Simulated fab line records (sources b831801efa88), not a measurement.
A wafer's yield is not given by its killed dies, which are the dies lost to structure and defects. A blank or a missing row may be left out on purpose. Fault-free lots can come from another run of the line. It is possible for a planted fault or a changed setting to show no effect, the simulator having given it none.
The tool behind it: which one? :: flow gf180mcu :: 12 lots, 36 wafers sampled, at 6 steps of a route of 602

WHAT THE GAUGES READ, wafer by wafer
GF_HV_LDD_THK_MEAS_55.
lot: L280
measured: day 12 17:08
on: filmMetro-03
HV_LDD_CVD_54_THK (nm): 10.02 9.96 10.05

lot: L282
measured: day 13 06:33
on: filmMetro-03
HV_LDD_CVD_54_THK (nm): 10.09 10.13 10.07

lot: L283
measured: day 13 09:24
on: filmMetro-03
HV_LDD_CVD_54_THK (nm): 9.98 10.06 10.12

lot: L284
measured: day 13 23:47
on: filmMetro-02
HV_LDD_CVD_54_THK (nm): 9.78 9.78 9.66

lot: L286
measured: day 14 22:02
on: filmMetro-02
HV_LDD_CVD_54_THK (nm): 10.00 10.07 10.09

lot: L287
measured: day 15 10:27
on: filmMetro-01
HV_LDD_CVD_54_THK (nm): 9.85 9.81 9.74

lot: L289
measured: day 16 00:28
on: filmMetro-03
HV_LDD_CVD_54_THK (nm): 9.67 9.76 9.68

lot: L291
measured: day 16 20:03
on: filmMetro-02
HV_LDD_CVD_54_THK (nm): 9.68 9.76 9.71

lot: L299
measured: day 19 06:40
on: filmMetro-01
HV_LDD_CVD_54_THK (nm): 9.95 10.01 10.03

lot: L300
measured: day 19 10:08
on: filmMetro-03
HV_LDD_CVD_54_THK (nm): 10.15 10.13 10.10

lot: L301
measured: day 19 23:29
on: filmMetro-03
HV_LDD_CVD_54_THK (nm): 10.03 10.25 10.18

lot: L302
measured: day 20 12:50
on: filmMetro-03
HV_LDD_CVD_54_THK (nm): 9.87 9.95 9.87

GF_NSD_CD_MEAS_07 targets a cd of 400 nm.
lot: L280
measured: day 13 15:40
on: cdSem-02
cdNm (nm): 402.3 401.9 402.1

lot: L282
measured: day 14 04:01
on: cdSem-01
cdNm (nm): 398.8 400.8 399.2

lot: L283
measured: day 14 06:24
on: cdSem-01
cdNm (nm): 398.9 402.1 401.8

lot: L284
measured: day 14 22:09
on: cdSem-02
cdNm (nm): 398.4 400.0 400.0

lot: L286
measured: day 15 20:31
on: cdSem-02
cdNm (nm): 394.3 395.8 395.6

lot: L287
measured: day 16 09:46
on: cdSem-02
cdNm (nm): 401.9 402.7 399.0

lot: L289
measured: day 17 00:12
on: cdSem-01
cdNm (nm): 402.5 402.2 400.1

lot: L291
measured: day 17 20:20
on: cdSem-01
cdNm (nm): 399.2 399.7 395.1

lot: L299
measured: day 20 08:55
on: cdSem-02
cdNm (nm): 403.1 403.6 400.9

lot: L300
measured: day 20 11:24
on: cdSem-01
cdNm (nm): 397.9 396.2 397.4

lot: L301
measured: day 21 00:49
on: cdSem-02
cdNm (nm): 402.4 399.2 401.4

lot: L302
measured: day 21 13:51
on: cdSem-01
cdNm (nm): 400.9 400.5 401.2

GF_PSD_RS_MEAS_14: a four-point-probe measurement.
lot: L280
measured: day 14 13:07
on: filmMetro-02
NSD_RS (ohm/sq): 46.07 46.17 46.09

lot: L282
measured: day 15 02:10
on: filmMetro-02
NSD_RS (ohm/sq): 46.19 46.06 46.07

lot: L283
measured: day 15 04:10
on: filmMetro-04
NSD_RS (ohm/sq): 46.27 46.26 46.32

lot: L284
measured: day 15 20:40
on: filmMetro-04
NSD_RS (ohm/sq): 46.17 46.26 46.22

lot: L286
measured: day 16 20:07
on: filmMetro-02
NSD_RS (ohm/sq): 46.08 46.01 45.98

lot: L287
measured: day 17 09:20
on: filmMetro-02
NSD_RS (ohm/sq): 46.18 46.23 46.18

lot: L289
measured: day 18 00:28
on: filmMetro-02
NSD_RS (ohm/sq): 46.24 46.17 46.12

lot: L291
measured: day 18 20:56
on: filmMetro-03
NSD_RS (ohm/sq): 46.10 46.01 46.07

lot: L299
measured: day 21 10:29
on: filmMetro-04
NSD_RS (ohm/sq): 47.00 46.99 47.01

lot: L300
measured: day 21 12:41
on: filmMetro-04
NSD_RS (ohm/sq): 46.96 46.82 46.93

lot: L301
measured: day 22 01:37
on: filmMetro-04
NSD_RS (ohm/sq): 46.11 46.07 46.08

lot: L302
measured: day 22 14:15
on: filmMetro-02
NSD_RS (ohm/sq): 46.12 46.18 46.13

WHICH TOOL RAN EACH LOT (tool, then ch and the chambers of the sampled wafers, then the start)
lot: L280
GF_HV_LDD_RTA_52: rtpAnneal-02 ch 0, day 12 14:40
GF_NSD_IMPLANT_09: implanter-03 ch 0, day 13 15:49
GF_NSD_STRIP_11: plasmaAsher-01 ch 0,1, day 13 16:07

lot: L282
GF_HV_LDD_RTA_52: rtpAnneal-02 ch 0, day 13 04:05
GF_NSD_IMPLANT_09: implanter-02 ch 0, day 14 04:11
GF_NSD_STRIP_11: plasmaAsher-02 ch 1, day 14 04:28

lot: L283
GF_HV_LDD_RTA_52: rtpAnneal-02 ch 0, day 13 08:05
GF_NSD_IMPLANT_09: implanter-02 ch 0, day 14 06:34
GF_NSD_STRIP_11: plasmaAsher-01 ch 0,1, day 14 06:52

lot: L284
GF_HV_LDD_RTA_52: rtpAnneal-01 ch 0, day 13 22:34
GF_NSD_IMPLANT_09: implanter-02 ch 0, day 14 22:19
GF_NSD_STRIP_11: plasmaAsher-03 ch 0,1, day 14 22:37

lot: L286
GF_HV_LDD_RTA_52: rtpAnneal-01 ch 0, day 14 20:50
GF_NSD_IMPLANT_09: implanter-02 ch 0, day 15 20:41
GF_NSD_STRIP_11: plasmaAsher-01 ch 0,1, day 15 20:58

lot: L287
GF_HV_LDD_RTA_52: rtpAnneal-02 ch 0, day 15 08:44
GF_NSD_IMPLANT_09: implanter-03 ch 0, day 16 09:56
GF_NSD_STRIP_11: plasmaAsher-01 ch 0, day 16 10:13

lot: L289
GF_HV_LDD_RTA_52: rtpAnneal-02 ch 0, day 15 22:43
GF_NSD_IMPLANT_09: implanter-02 ch 0, day 17 00:22
GF_NSD_STRIP_11: plasmaAsher-02 ch 1, day 17 00:40

lot: L291
GF_HV_LDD_RTA_52: rtpAnneal-02 ch 0, day 16 18:50
GF_NSD_IMPLANT_09: implanter-02 ch 0, day 17 20:31
GF_NSD_STRIP_11: plasmaAsher-01 ch 0,1, day 17 20:47

lot: L299
GF_HV_LDD_RTA_52: rtpAnneal-01 ch 0, day 19 05:28
GF_NSD_IMPLANT_09: implanter-02 ch 0, day 20 09:04
GF_NSD_STRIP_11: plasmaAsher-03 ch 1, day 20 09:22

lot: L300
GF_HV_LDD_RTA_52: rtpAnneal-02 ch 0, day 19 08:25
GF_NSD_IMPLANT_09: implanter-02 ch 0, day 20 11:34
GF_NSD_STRIP_11: plasmaAsher-01 ch 0,1, day 20 11:52

lot: L301
GF_HV_LDD_RTA_52: rtpAnneal-01 ch 0, day 19 22:17
GF_NSD_IMPLANT_09: implanter-04 ch 0, day 21 00:59
GF_NSD_STRIP_11: plasmaAsher-02 ch 0, day 21 01:16

lot: L302
GF_HV_LDD_RTA_52: rtpAnneal-01 ch 0, day 20 11:37
GF_NSD_IMPLANT_09: implanter-04 ch 0, day 21 14:01
GF_NSD_STRIP_11: plasmaAsher-01 ch 0,1, day 21 14:19
- GF_HV_LDD_RTA_52: time 10 s.
- GF_NSD_IMPLANT_09
- GF_NSD_STRIP_11: strips in O2/N2.

WHAT THE TOOLS THEMSELVES READ (means of the sampled wafers that have a number; where no wafer has one, the mark that the record gives instead)
GF_HV_LDD_RTA_52.
lot: L280
tool: rtpAnneal-02
lampPowerPct (%): 33.4
wafer_temp_C_max: 1005.0

lot: L282
tool: rtpAnneal-02
lampPowerPct (%): 33.4
wafer_temp_C_max: 1003.8

lot: L283
tool: rtpAnneal-02
lampPowerPct (%): 33.4
wafer_temp_C_max: 1003.8

lot: L284
tool: rtpAnneal-01
lampPowerPct (%): 34.1
wafer_temp_C_max: 1004.1

lot: L286
tool: rtpAnneal-01
lampPowerPct (%): 34.0
wafer_temp_C_max: 1004.0

lot: L287
tool: rtpAnneal-02
lampPowerPct (%): 33.4
wafer_temp_C_max: 1003.4

lot: L289
tool: rtpAnneal-02
lampPowerPct (%): 33.4
wafer_temp_C_max: 1003.1

lot: L291
tool: rtpAnneal-02
lampPowerPct (%): 33.4
wafer_temp_C_max: 1003.4

lot: L299
tool: rtpAnneal-01
lampPowerPct (%): 34.0
wafer_temp_C_max: 1003.2

lot: L300
tool: rtpAnneal-02
lampPowerPct (%): 33.4
wafer_temp_C_max: 1003.0

lot: L301
tool: rtpAnneal-01
lampPowerPct (%): 34.0
wafer_temp_C_max: 1003.6

lot: L302
tool: rtpAnneal-01
lampPowerPct (%): 34.0
wafer_temp_C_max: 1003.4

GF_NSD_IMPLANT_09.
lot: L280
tool: implanter-03
beamEnergyKeV: 59.985

lot: L282
tool: implanter-02
beamEnergyKeV: 59.998

lot: L283
tool: implanter-02
beamEnergyKeV: 60.023

lot: L284
tool: implanter-02
beamEnergyKeV: 59.979

lot: L286
tool: implanter-02
beamEnergyKeV: 60.035

lot: L287
tool: implanter-03
beamEnergyKeV: 60.021

lot: L289
tool: implanter-02
beamEnergyKeV: 59.991

lot: L291
tool: implanter-02
beamEnergyKeV: 59.980

lot: L299
tool: implanter-02
beamEnergyKeV: 57.053

lot: L300
tool: implanter-02
beamEnergyKeV: 57.064

lot: L301
tool: implanter-04
beamEnergyKeV: 60.001

lot: L302
tool: implanter-04
beamEnergyKeV: 60.004

GF_NSD_STRIP_11.
lot: L280
tool: plasmaAsher-01
drypumpMotorCurrentA (A): 5.9
heaterPowerW (W): 346
oesProductAu (a.u.): 0.486
stripTimeToEndpointS (s): 22.92

lot: L282
tool: plasmaAsher-02
drypumpMotorCurrentA (A): 5.9
heaterPowerW (W): 314
oesProductAu (a.u.): 0.490
stripTimeToEndpointS (s): 22.99

lot: L283
tool: plasmaAsher-01
drypumpMotorCurrentA (A): 5.9
heaterPowerW (W): 341
oesProductAu (a.u.): 0.487
stripTimeToEndpointS (s): 22.92

lot: L284
tool: plasmaAsher-03
drypumpMotorCurrentA (A): 5.0
heaterPowerW (W): 319
oesProductAu (a.u.): 0.488
stripTimeToEndpointS (s): 22.91

lot: L286
tool: plasmaAsher-01
drypumpMotorCurrentA (A): 5.8
heaterPowerW (W): 349
oesProductAu (a.u.): 0.486
stripTimeToEndpointS (s): 23.05

lot: L287
tool: plasmaAsher-01
drypumpMotorCurrentA (A): 5.6
heaterPowerW (W): 345
oesProductAu (a.u.): 0.486
stripTimeToEndpointS (s): 22.87

lot: L289
tool: plasmaAsher-02
drypumpMotorCurrentA (A): 6.0
heaterPowerW (W): 315
oesProductAu (a.u.): 0.488
stripTimeToEndpointS (s): 22.94

lot: L291
tool: plasmaAsher-01
drypumpMotorCurrentA (A): 5.9
heaterPowerW (W): 344
oesProductAu (a.u.): 0.489
stripTimeToEndpointS (s): 23.01

lot: L299
tool: plasmaAsher-03
drypumpMotorCurrentA (A): 5.2
heaterPowerW (W): 311
oesProductAu (a.u.): 0.492
stripTimeToEndpointS (s): 22.56

lot: L300
tool: plasmaAsher-01
drypumpMotorCurrentA (A): 5.8
heaterPowerW (W): 345
oesProductAu (a.u.): 0.489
stripTimeToEndpointS (s): 22.58

lot: L301
tool: plasmaAsher-02
drypumpMotorCurrentA (A): 5.2
heaterPowerW (W): 367
oesProductAu (a.u.): 0.487
stripTimeToEndpointS (s): 22.90

lot: L302
tool: plasmaAsher-01
drypumpMotorCurrentA (A): 5.9
heaterPowerW (W): 347
oesProductAu (a.u.): 0.487
stripTimeToEndpointS (s): 22.99

THE ANSWER, worked out from the rows above alone
Rule: what is usual is taken from the lots themselves. Put in order of their means at a reading, lots are off if they are a third of the lots or fewer, leave a main group of 4 or more, and stand apart from it by a gap of 3 or more times the standard deviation of the main group's means; of several such gaps the widest counts. A main group whose means are all the same, to the digits that the tables above print for the reading, isn't used. A lot without any number at a reading at which 4 lots or more have one is off too. Where the step has rows for the other lots, those lots are counted as sound. After the gauges, taken in route order, come the tools' own readings; for these a lot's mean is taken, as printed above. At the first step where some lot is off, the reading lying furthest off is the one used; lots without a number count as furthest.
Off: at GF_PSD_RS_MEAS_14 (NSD_RS), L299, L300. The main group has a mean of 46.14 ohm/sq with a standard deviation of 0.075.
If a tool, at a process step before that reading, ran all the lots that are off and no sound lot after the first of them, it fits. Not tried: the gauges at GF_PSD_RS_MEAS_14; whatever is off there is also off at GF_NSD_IMPLANT_09, on other tools, and gauge error can't account for it. One candidate fits, namely implanter-02 at GF_NSD_IMPLANT_09. Its last sound lot is L291 (day 17 20:31), its first lot that is off L299 (day 20 09:04): a fault that began between those two fits.
On the lots that are off, the tool's own readings at GF_NSD_IMPLANT_09 differ by more than 5 times the standard deviation of the sound lots' means, which bears it out; beamEnergyKeV reads 57.058 there versus 60.002 on the sound lots.

WHAT THE SIMULATOR HAD INSERTED
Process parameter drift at GF_NSD_IMPLANT_09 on implanter-02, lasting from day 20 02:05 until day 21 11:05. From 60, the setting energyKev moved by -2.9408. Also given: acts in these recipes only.
Lots struck among those shown: L299, L300. The rule given above showed the same thing.
